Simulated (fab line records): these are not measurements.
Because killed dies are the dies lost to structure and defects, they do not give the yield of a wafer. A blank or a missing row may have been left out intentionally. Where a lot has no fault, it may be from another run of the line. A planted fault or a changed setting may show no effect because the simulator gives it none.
What tool caused it?	flow gf180mcu	33 wafers from 11 lots sampled at 3 of the route's 602 steps

WHAT EACH GAUGE READ, for each wafer
GF_VT_IMPLANT_RS_MEAS_46: measurement is done with a four-point probe.
lot	measured	on	MVSD_RS (ohm/sq)
L428	day 7 20:34	film_metro-03	457.0 457.0 457.4
L429	day 8 09:41	film_metro-03	456.3 456.3 455.6
L430	day 8 10:02	film_metro-02	457.9 457.1 457.2
L432	day 8 22:32	film_metro-04	455.2 455.4 453.6
L434	day 9 14:05	film_metro-03	457.4 456.9 456.8
L435	day 9 17:30	film_metro-04	456.1 455.7 457.2
L439	day 10 23:22	film_metro-02	457.1 457.0 457.6
L440	day 11 04:57	film_metro-03	470.3 472.2 471.0 470.1 470.9 470.5
L442	day 11 17:46	film_metro-03	469.9 468.5 468.9 468.9 469.7 468.8
L443	day 12 02:16	film_metro-04	467.9 467.9 467.2 468.3 469.0 467.0
L445	day 12 13:01	film_metro-02	457.4 457.4 457.8

WHICH TOOL RAN EACH LOT (tool, then ch and the chambers of the sampled wafers, then the start)
lot	GF_MVSD_IMPLANT_08	GF_MVSD_STRIP_10
L428	implanter-02 ch 0, day 4 16:37	plasma_asher-01 ch 0,1, day 4 16:55
L429	implanter-01 ch 0, day 5 03:48	plasma_asher-01 ch 0,1, day 5 04:05
L430	implanter-02 ch 0, day 5 04:04	plasma_asher-04 ch 0, day 5 04:22
L432	implanter-01 ch 0, day 5 14:41	plasma_asher-04 ch 0,1, day 5 14:58
L434	implanter-01 ch 0, day 6 03:10	plasma_asher-03 ch 0,1, day 6 03:28
L435	implanter-02 ch 0, day 6 08:29	plasma_asher-04 ch 0,1, day 6 08:46
L439	implanter-04 ch 0, day 7 09:58	plasma_asher-03 ch 0,1, day 7 10:15
L440	implanter-01 ch 0, day 7 14:04	plasma_asher-04 ch 0,1, day 7 14:22
L442	implanter-01 ch 0, day 8 01:01	plasma_asher-03 ch 0,1, day 8 01:19
L443	implanter-01 ch 0, day 8 07:37	plasma_asher-04 ch 0,1, day 8 07:55
L445	implanter-02 ch 0, day 8 18:22	plasma_asher-01 ch 0,1, day 8 18:39
- GF_MVSD_IMPLANT_08
- GF_MVSD_STRIP_10: strips in O2/N2.

THE ANSWER, worked out from the rows above alone
Rule: the usual values come from the lots themselves. Put in order of their means at a reading, lots are off if they are a third of the lots or fewer, leave a main group of 4 or more, and stand apart from it by a gap of 3 or more times the standard deviation of the main group's means; of several such gaps the widest counts. A main group is skipped when, at the precision printed for the reading in the tables above, its means are all equal. A lot without any number at a reading at which 4 lots or more have one is off too. All remaining lots with rows at the step are treated as sound.
Off: L440, L442, L443, at GF_VT_IMPLANT_RS_MEAS_46 (MVSD_RS). Mean 456.7 ohm/sq and standard deviation 0.88 in the main group.
A tool fits if, at a process step before that reading, it ran every lot that is off, and no sound lot after the first of them. Gauges at GF_VT_IMPLANT_RS_MEAS_46: tried the same way as those tools. One fits: implanter-01 at GF_MVSD_IMPLANT_08. A fault onset in the window from L434 (day 6 03:10, its last sound lot) to L440 (day 7 14:04, its first lot off) fits.

WHAT WAS PUT IN BY THE SIMULATOR
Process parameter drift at GF_MVSD_IMPLANT_08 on implanter-01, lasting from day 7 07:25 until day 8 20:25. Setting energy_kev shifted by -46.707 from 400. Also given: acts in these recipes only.
Struck lots among those shown: L440, L442, L443. The rule above found the same.
